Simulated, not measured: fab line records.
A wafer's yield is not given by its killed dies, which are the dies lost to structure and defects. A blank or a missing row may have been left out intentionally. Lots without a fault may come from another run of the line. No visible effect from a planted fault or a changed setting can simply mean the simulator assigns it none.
fab line records + flow sky130
[record]
- lots = 6
- wafers = 18
- last_day = 50
route steps=708 shown VT_ADJUST_LVTN@111 VT_ADJUST_NCORE@119 PAD_OPEN@708
lots untouched by any fault: they come from a run of this same line in which no faults occurred
start_h: hours from the record's opening day to when the first of the lot's shown wafers began + wait_h: time in hours since the lot's previous step + " the same as in the row above + L1.1+2: several wafers, shown together as one row + - either no value or no given start + * or withheld: withheld + < > ~ a bound
route shown NAME@n: NAME is a module with steps in the file, n the number in the route of the first one + usual: average and standard deviation across the fault-free wafers + same: alike in all rows + chamber/n: place in a boat + sites: each site's reading + _std_site: how widely they spread, as a standard deviation + _edge_site: outer sites' mean less inner sites' + radius_mm: for every site, how far away it sits from the centre of the wafer + mask NAME#n: copy n + behind: tool/chamber where the wafer was last shaped + hold: the reason the lot was held/the length of the hold in hours/how it ended + device: which transistor (n, p or np) failed to switch + end of line: tests run on the same wafers once the route is complete + a step with no rows: only its recipe + killed: the dies lost at the first sort to structure and to defects; this is not the yield of the wafer + map: the dies of a wafer, with x for killed, . for not killed, _ for no die there
set.NAME: the run value of the setting; set.NAME@STEP: its run value at that earlier step + model.NAME: the simulator's own value behind a step, which no gauge read
a table for each step, a row for each wafer; lots at some steps of the route
services: a tool's chamber out of use, with start hour (start_h, from the record's first day; less than 0 if before it), hours out, and reason
[[steps]]
[step SKY_VT_ADJUST_LVTN_SOFTBAKE_14]
[recipe]
- temp_c = 90
- time_s = 60
- resist = NOVOLAK
[step SKY_VT_ADJUST_LVTN_EXPOSE_15]
[recipe]
- mask_id = HVN_STD_DERIVED
- na = 0.6
- source_shape = conventional
- sigma_outer = 0.6
- polarization = unpolarized
- target_cd_nm = 600
- dose_mj = 163
[step SKY_VT_ADJUST_LVTN_PEB_16]
[recipe]
- temp_c = withheld
- time_s = *
- resist = NOVOLAK
[step SKY_VT_ADJUST_LVTN_DEVELOP_17]
[recipe]
- resist = NOVOLAK
- developer = TMAH
- develop_time_s = 60
- dev_temp_c = 23
[step SKY_VT_ADJUST_LVTN_OVL_MEAS_18]
[usual]
- VT_ADJUST_LVTN_01_OVL = -0.3/1.9
| lot.wafer | tool       | chamber | start_h | wait_h | VT_ADJUST_LVTN_01_OVL[nm] |
|-----------|------------|---------|---------|--------|---------------------------|
| L613.1    | overlay-01 | -       | 213.56  | 0.1    | -0.6                      |
| L613.3    | "          | -       | "       | "      | 1.0                       |
| L613.5    | "          | -       | "       | "      | -3.1                      |
| L614.3    | overlay-01 | -       | 220.12  | 0.1    | -0.6                      |
| L614.4    | "          | -       | "       | "      | 1.3                       |
| L614.6    | "          | -       | "       | "      | 1.1                       |
| L615.2    | overlay-01 | -       | 226.95  | 0.1    | 0.8                       |
| L615.3    | "          | -       | "       | "      | 1.0                       |
| L615.6    | "          | -       | "       | "      | 1.5                       |
| L618.2    | overlay-02 | -       | 244.31  | 0.1    | -1.2                      |
| L618.3    | "          | -       | "       | "      | 1.0                       |
| L618.5    | "          | -       | "       | "      | 0.1                       |
| L621.1    | overlay-01 | -       | 264.49  | 0.1    | 1.1                       |
| L621.4    | "          | -       | "       | "      | 2.3                       |
| L621.5    | "          | -       | "       | "      | 1.9                       |
| L626.3    | overlay-01 | -       | 297.52  | 0.1    | -2.2                      |
| L626.5    | "          | -       | "       | "      | -2.6                      |
| L626.6    | "          | -       | "       | "      | -2.9                      |
[step SKY_VT_ADJUST_LVTN_IMPLANT_19]
[recipe]
- species = B
- energy_kev = 30
- dose_cm2 = 6.5e+11
- tilt_deg = withheld
[step SKY_VT_ADJUST_LVTN_STRIP_20]
[recipe]
- chemistry = O2/N2
- power_w = 1400
- pressure_mtorr = 1500
- platen_temp_c = withheld
- o2_flow_sccm = 3000
- n2_flow_sccm = 300
- overash_fraction = 0.5
[usual]
- drypump_motor_current_A = 5.9/0.55
- oes_product_au = 0.716/0.0041
- strip_time_to_endpoint_s = 14.19/0.037
| lot.wafer | tool            | chamber | start_h | wait_h | drypump_motor_current_A | oes_product_au | rf_hours_counter_h | strip_time_to_endpoint_s |
|-----------|-----------------|---------|---------|--------|-------------------------|----------------|--------------------|--------------------------|
| L613.1    | plasma_asher-01 | 0       | 213.74  | 0.1    | 5.2                     | 0.717          | 9                  | 14.20                    |
| L613.3    | "               | 0       | "       | "      | 5.2                     | 0.716          | -                  | 14.18                    |
| L613.5    | "               | 1       | "       | "      | 5.7                     | 0.720          | -                  | 14.21                    |
| L614.3    | plasma_asher-03 | 0       | 220.33  | 0.1    | 6.3                     | 0.713          | -                  | 14.22                    |
| L614.4    | "               | 1       | "       | "      | 6.5                     | 0.717          | -                  | 14.22                    |
| L614.6    | "               | 1       | "       | "      | 6.5                     | 0.711          | -                  | 14.19                    |
| L615.2    | plasma_asher-01 | 0       | 227.13  | 0.1    | 5.2                     | 0.708          | 11                 | 14.20                    |
| L615.3    | "               | 0       | "       | "      | 5.2                     | 0.724          | -                  | 14.22                    |
| L615.6    | "               | 1       | "       | "      | 5.7                     | 0.707          | -                  | 14.20                    |
| L618.2    | plasma_asher-03 | 0       | 244.49  | 0.1    | 6.3                     | 0.726          | 42                 | 14.20                    |
| L618.3    | "               | 0       | "       | "      | 6.3                     | 0.716          | -                  | 14.21                    |
| L618.5    | "               | 0       | "       | "      | 6.3                     | 0.719          | -                  | 14.16                    |
| L621.1    | plasma_asher-03 | 1       | 264.68  | 0.1    | 6.5                     | 0.717          | 44                 | 14.20                    |
| L621.4    | "               | 1       | "       | "      | 6.5                     | 0.715          | -                  | 14.17                    |
| L621.5    | "               | 0       | "       | "      | 6.3                     | 0.721          | -                  | 14.19                    |
| L626.3    | plasma_asher-04 | 0       | 297.88  | 0.2    | 6.3                     | 0.715          | -                  | 14.21                    |
| L626.5    | "               | 0       | "       | "      | 6.3                     | 0.711          | -                  | 14.14                    |
| L626.6    | "               | 1       | "       | "      | 5.2                     | 0.717          | -                  | 14.18                    |
[step SKY_VT_ADJUST_LVTN_TW_MEAS_21]
[usual]
- VT_ADJUST_LVTN_2_TW = 188.0/1.5
| lot.wafer | tool          | chamber | start_h | wait_h | VT_ADJUST_LVTN_2_TW |
|-----------|---------------|---------|---------|--------|---------------------|
| L613.1    | film_metro-04 | -       | 213.84  | 0.1    | 191.2               |
| L613.3    | "             | -       | "       | "      | 192.1               |
| L613.5    | "             | -       | "       | "      | 190.4               |
| L614.3    | film_metro-03 | -       | 220.41  | 0.1    | 186.7               |
| L614.4    | "             | -       | "       | "      | 187.1               |
| L614.6    | "             | -       | "       | "      | 186.7               |
| L615.2    | film_metro-04 | -       | 227.24  | 0.1    | 190.0               |
| L615.3    | "             | -       | "       | "      | 189.0               |
| L615.6    | "             | -       | "       | "      | 188.0               |
| L618.2    | film_metro-03 | -       | 244.60  | 0.1    | 185.3               |
| L618.3    | "             | -       | "       | "      | 186.3               |
| L618.5    | "             | -       | "       | "      | 186.6               |
| L621.1    | film_metro-03 | -       | 264.78  | 0.1    | 187.3               |
| L621.4    | "             | -       | "       | "      | 186.7               |
| L621.5    | "             | -       | "       | "      | 186.3               |
| L626.3    | film_metro-03 | -       | 297.97  | 0.1    | 187.9               |
| L626.5    | "             | -       | "       | "      | 188.5               |
| L626.6    | "             | -       | "       | "      | 188.1               |
[step SKY_VT_ADJUST_NCORE_DEHYDRATE_00]
[recipe]
- temp_c = 200
- time_s = 60
[step SKY_VT_ADJUST_NCORE_HMDS_01]
[recipe]
- prime_time_s = 60
- prime_temp_c = 120
[step SKY_VT_ADJUST_NCORE_COAT_02]
[recipe]
- resist = NOVOLAK
- spin_rpm = 3000
- resist_thk_nm = 1140
[step SKY_VT_ADJUST_NCORE_SOFTBAKE_03]
[recipe]
- temp_c = 90
- time_s = 60
- resist = NOVOLAK
[step SKY_VT_ADJUST_NCORE_EXPOSE_04]
[recipe]
- mask_id = LVTN_COMPLEMENT_THIN
- na = 0.6
- source_shape = conventional
- sigma_outer = 0.6
- polarization = unpolarized
- target_cd_nm = 380
- dose_mj = 139
| lot.wafer  | tool             | chamber | start_h | wait_h | mask                   |
|------------|------------------|---------|---------|--------|------------------------|
| L613.1+3+5 | iline_stepper-02 | 0       | 224.92  | -      | LVTN_COMPLEMENT_THIN#0 |
| L614.3+4+6 | iline_stepper-02 | 0       | 231.86  | -      | LVTN_COMPLEMENT_THIN#0 |
| L615.2+3+6 | iline_stepper-02 | 0       | 238.36  | -      | LVTN_COMPLEMENT_THIN#0 |
| L618.2+3+5 | iline_stepper-01 | 0       | 254.89  | -      | LVTN_COMPLEMENT_THIN#0 |
| L621.1+4+5 | iline_stepper-01 | 0       | 276.22  | -      | LVTN_COMPLEMENT_THIN#0 |
| L626.3+5+6 | iline_stepper-01 | 0       | 310.38  | -      | LVTN_COMPLEMENT_THIN#0 |
[step SKY_VT_ADJUST_NCORE_PEB_05]
[recipe]
- temp_c = withheld
- time_s = *
- resist = NOVOLAK
[step SKY_VT_ADJUST_NCORE_DEVELOP_06]
[recipe]
- resist = NOVOLAK
- developer = TMAH
- develop_time_s = 60
- dev_temp_c = 23
[step SKY_VT_ADJUST_NCORE_CD_MEAS_07]
[recipe]
- target_cd_nm = 380
[usual]
- cd_nm = 379.6/2.7
| lot.wafer | tool      | chamber | start_h | wait_h | cd_nm |
|-----------|-----------|---------|---------|--------|-------|
| L613.1    | cd_sem-02 | -       | 235.54  | 0.1    | 379.6 |
| L613.3    | "         | -       | "       | "      | 378.3 |
| L613.5    | "         | -       | "       | "      | 378.3 |
| L614.3    | cd_sem-01 | -       | 242.51  | 0.1    | 380.1 |
| L614.4    | "         | -       | "       | "      | 378.5 |
| L614.6    | "         | -       | "       | "      | 364.3 |
| L615.2    | cd_sem-01 | -       | 249.36  | 0.1    | 378.0 |
| L615.3    | "         | -       | "       | "      | 381.4 |
| L615.6    | "         | -       | "       | "      | 365.0 |
| L618.2    | cd_sem-02 | -       | 266.33  | 0.1    | 384.9 |
| L618.3    | "         | -       | "       | "      | 385.2 |
| L618.5    | "         | -       | "       | "      | 385.3 |
| L621.1    | cd_sem-01 | -       | 287.08  | 0.1    | 376.9 |
| L621.4    | "         | -       | "       | "      | 375.2 |
| L621.5    | "         | -       | "       | "      | 377.8 |
| L626.3    | cd_sem-02 | -       | 323.05  | 0.1    | 378.9 |
| L626.5    | "         | -       | "       | "      | 383.5 |
| L626.6    | "         | -       | "       | "      | 381.8 |
[step SKY_VT_ADJUST_NCORE_OVL_MEAS_08]
[usual]
- VT_ADJUST_NCORE_OVL = -1.4/1.5
| lot.wafer | tool       | chamber | start_h | wait_h | VT_ADJUST_NCORE_OVL[nm] |
|-----------|------------|---------|---------|--------|-------------------------|
| L613.1    | overlay-01 | -       | 235.66  | 0.1    | -2.7                    |
| L613.3    | "          | -       | "       | "      | -2.9                    |
| L613.5    | "          | -       | "       | "      | -2.7                    |
| L614.3    | overlay-01 | -       | 242.61  | 0.1    | -1.2                    |
| L614.4    | "          | -       | "       | "      | -1.1                    |
| L614.6    | "          | -       | "       | "      | -1.0                    |
| L615.2    | overlay-01 | -       | 249.47  | 0.1    | -2.6                    |
| L615.3    | "          | -       | "       | "      | -1.5                    |
| L615.6    | "          | -       | "       | "      | -4.1                    |
| L618.2    | overlay-01 | -       | 266.44  | 0.1    | -2.4                    |
| L618.3    | "          | -       | "       | "      | -0.5                    |
| L618.5    | "          | -       | "       | "      | -2.3                    |
| L621.1    | overlay-01 | -       | 287.20  | 0.1    | -2.5                    |
| L621.4    | "          | -       | "       | "      | -1.8                    |
| L621.5    | "          | -       | "       | "      | -1.2                    |
| L626.3    | overlay-01 | -       | 323.14  | 0.1    | -1.1                    |
| L626.5    | "          | -       | "       | "      | -1.7                    |
| L626.6    | "          | -       | "       | "      | -3.1                    |
[step SKY_PAD_OPEN_PROBE_99]
[usual]
- killed_at_M0_to_M3 = 43/6.7
- killed_at_M4_up = 3.2/2.1
- killed_at_contacts = 25/5.9
- killed_at_front_end = 16/4.7
- killed_at_other = 0.3/0.54
- killed_dies = 87/9.8
- killed_open = 47/6.7
- killed_short = 40/6.5
[same]
- gross_dies = 492
- killed_at_back_side = 0
| lot.wafer | tool      | chamber | start_h | wait_h | killed_at_M0_to_M3 | killed_at_M4_up | killed_at_contacts | killed_at_front_end | killed_at_other | killed_dies | killed_open | killed_short |
|-----------|-----------|---------|---------|--------|--------------------|-----------------|--------------------|---------------------|-----------------|-------------|-------------|--------------|
| L626.3    | prober-02 | -       | 1188.95 | 0.2    | 48                 | 7               | 17                 | 16                  | 0               | 88          | 41          | 47           |
| L626.5    | prober-02 | -       | 1189.05 | 0.2    | 24                 | 3               | 19                 | 12                  | 0               | 58          | 40          | 18           |
| L626.6    | prober-02 | -       | 1189.10 | 0.2    | 38                 | 11              | 22                 | 20                  | 0               | 91          | 46          | 45           |
// killed by level:class
L626.3 METAL1:geometric_particle:short=9 VIA2:geometric_particle:open=9 CONTACT:geometric_particle:open=7 METAL4:geometric_particle:short=7 VIA1:geometric_particle:open=5 VIA3:geometric_particle:open=5 POLY_GATE:geometric_particle:open=4 CONTACT:geometric_particle:short=4
L626.5 LI_CONTACT:geometric_particle:open=12 VIA1:geometric_particle:open=7 CONTACT:geometric_particle:open=6 FIELD_ISO:geometric_particle:open=3 POLY_GATE:geometric_particle:short=3 POLY_GATE:geometric_particle:open=3 VIA2:geometric_particle:open=3 METAL1:geometric_particle:short=3
L626.6 CONTACT:geometric_particle:open=10 VIA1:geometric_particle:open=10 METAL2:geometric_particle:short=8 METAL4:geometric_particle:short=7 FIELD_ISO:geometric_particle:open=6 POLY_GATE:geometric_particle:short=5 POLY_GATE:geometric_particle:open=5 FIELD_ISO:geometric_particle:short=4
[[services]]
| tool             | chamber | start_h | hours | kind                    |
|------------------|---------|---------|-------|-------------------------|
| iline_stepper-02 | -       | 197.38  | 1.7   | pm                      |
| iline_stepper-01 | -       | 208.76  | 3.0   | repair                  |
| plasma_asher-04  | -       | 240.41  | 1.6   | repair                  |
| iline_stepper-02 | -       | 274.83  | 2.1   | pm                      |
| iline_stepper-02 | -       | 276.91  | -     | consumable_replace:lamp |
| iline_stepper-02 | -       | 305.39  | 2.1   | repair                  |
| iline_stepper-02 | 0       | 309.17  | -     | calibration             |
[[key]]
[first_sign]
- step = SKY_VT_ADJUST_NCORE_CD_MEAS_07
- reading = cd_nm
- direction = down
- sigmas = 5.6
- usual = 379.6
- struck = 364.6
effect none on later readings
met_at SKY_VT_ADJUST_NCORE_EXPOSE_04
struck_wafers L614.6,L615.6
tester_left_out L614,L615
onset_between 224.92 231.86
[fault]
- kind = process_parameter_drift
- tool = iline_stepper-02
- chamber = -
- onset_h = 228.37
- steps = SKY_VT_ADJUST_NCORE_EXPOSE_04
- channel = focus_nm
- offset = 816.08
- shape = step
- end_h = 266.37
- scope = struck_wafers_only
// tester_left_out: of these lots the tester's yield and bins aren't shown, on N5 and GAA mostly nor the transistor test; their killed dies are dies lost to structure and defects alone, not to doping, threshold or leakage, so they don't give the yield
